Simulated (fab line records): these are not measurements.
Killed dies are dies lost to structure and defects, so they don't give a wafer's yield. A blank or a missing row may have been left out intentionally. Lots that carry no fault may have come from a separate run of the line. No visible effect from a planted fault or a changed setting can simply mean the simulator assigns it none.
Code-filled problem report in 8D (eight disciplines) form -- flow sky130 -- the parts of the form that need people (team, actions taken, sign-off) are left out

== 1. WHAT IS WRONG ==
Mean of bias-w at SKY_METAL3_METAL_ETCH_18: 56.12 W across 2 wafers in 2 lots; on wafers with no fault it is 48.47 W (standard deviation 0.15). Relative to the usual mean, that is a shift of +51 standard deviations.
The step: etches the open film in Cl2/BCl3, stops on SiO2, target depth 845 nm, time 183.1 s.
First observed at day 43 14:34: wafer L483.5, on rie-metal-04. Wafers with a number at this step in the record: 30, from 10 lots. Rule for "out" (also "out of limits"): further than 4 standard deviations from the usual mean. All remaining wafers that have a number are taken as sound.

== 2. WHAT IT IS, WHAT IT ISN'T ==
question,is,is not
which readings at this step,bias-w,"chamber-pressure-mTorr, drypump-motor-current-A, he-backside-leak-sccm, oes-product-au, throttle-valve-pct"
which lots,"L483, L485","L469, L472, L473, L475, L476, L478, L484, L489"
which wafers of those lots,"L483.5, L485.6","L483.3, L483.6, L485.2, L485.5"
read on which tools,rie-metal-04,"rie-metal-02, rie-metal-03"
when,from day 43 14:34,"up to then (20 sound wafers); but 8 sound wafers of L484, L485, L489 came after"

== 3. SUSPECTS, AND WHAT RULES EACH OUT ==
Counting: any tool at a process step up to the reading remains a suspect provided it ran every lot that is out. Sound lots after the first of them don't rule it out here, since some wafers of a struck lot are sound.
- rie-metal-04 at SKY_METAL3_METAL_ETCH_18 (etches the open film in Cl2/BCl3, stops on SiO2, target depth 845 nm, time 183.1 s): kept. It processed each lot that is out (first: L483, day 43 14:34); up to then, its last sound lot is L476 (day 42 00:48). On those wafers its own readings are out: bias-w.
- Within rie-metal-04 at SKY_METAL3_METAL_ETCH_18: the wafers that are out ran in chamber 0; their sound lot-mates ran in chamber 1.
After counting, what remains is rie-metal-04 at SKY_METAL3_METAL_ETCH_18.

== 4. THE CAUSE (what the simulator had put in) ==
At SKY_METAL3_METAL_ETCH_18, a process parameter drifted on rie-metal-04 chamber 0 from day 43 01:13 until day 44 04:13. A move of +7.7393 in setting bias-w, from 48.5. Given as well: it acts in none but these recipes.
This tool alone remained once counting was done.

== 5. THE EFFECT CHAIN, in route order ==
Each row: a reading where the mean over the struck wafers with a number is more than 3 standard deviations away from the usual. Readings are gone through only where the record gives a usual standard deviation; hours: the median, over the lots, of the time from a lot's start at the first step in this table giving one to that lot's start at this step; sigmas: the change measured in usual standard deviations.
hours,step,reading,usual,on struck wafers,change,sigmas
0,SKY_METAL3_METAL_ETCH_18,bias-w,48.47 W,56.12,+7.65,+51
0,SKY_METAL3_STRIP_19,strip-time-to-endpoint-s,6.49 s,6.16,-0.33,-3.3
Here are the process steps it includes:
- SKY_METAL3_METAL_ETCH_18: etches the open film in Cl2/BCl3, stops on SiO2, target depth 845 nm, time 183.1 s.
- SKY_METAL3_STRIP_19: strips in O2/N2.
Later measuring or inspecting steps at which every struck wafer that the step has a row for has a number for every such reading, and none has moved that far: SKY_VIA3_OVL_MEAS_13.

== 6. HOW IT WOULD HAVE BEEN CAUGHT EARLIER ==
In this record no reading fell out of limits until day 43 14:34, 13 hours after the fault had begun at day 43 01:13.
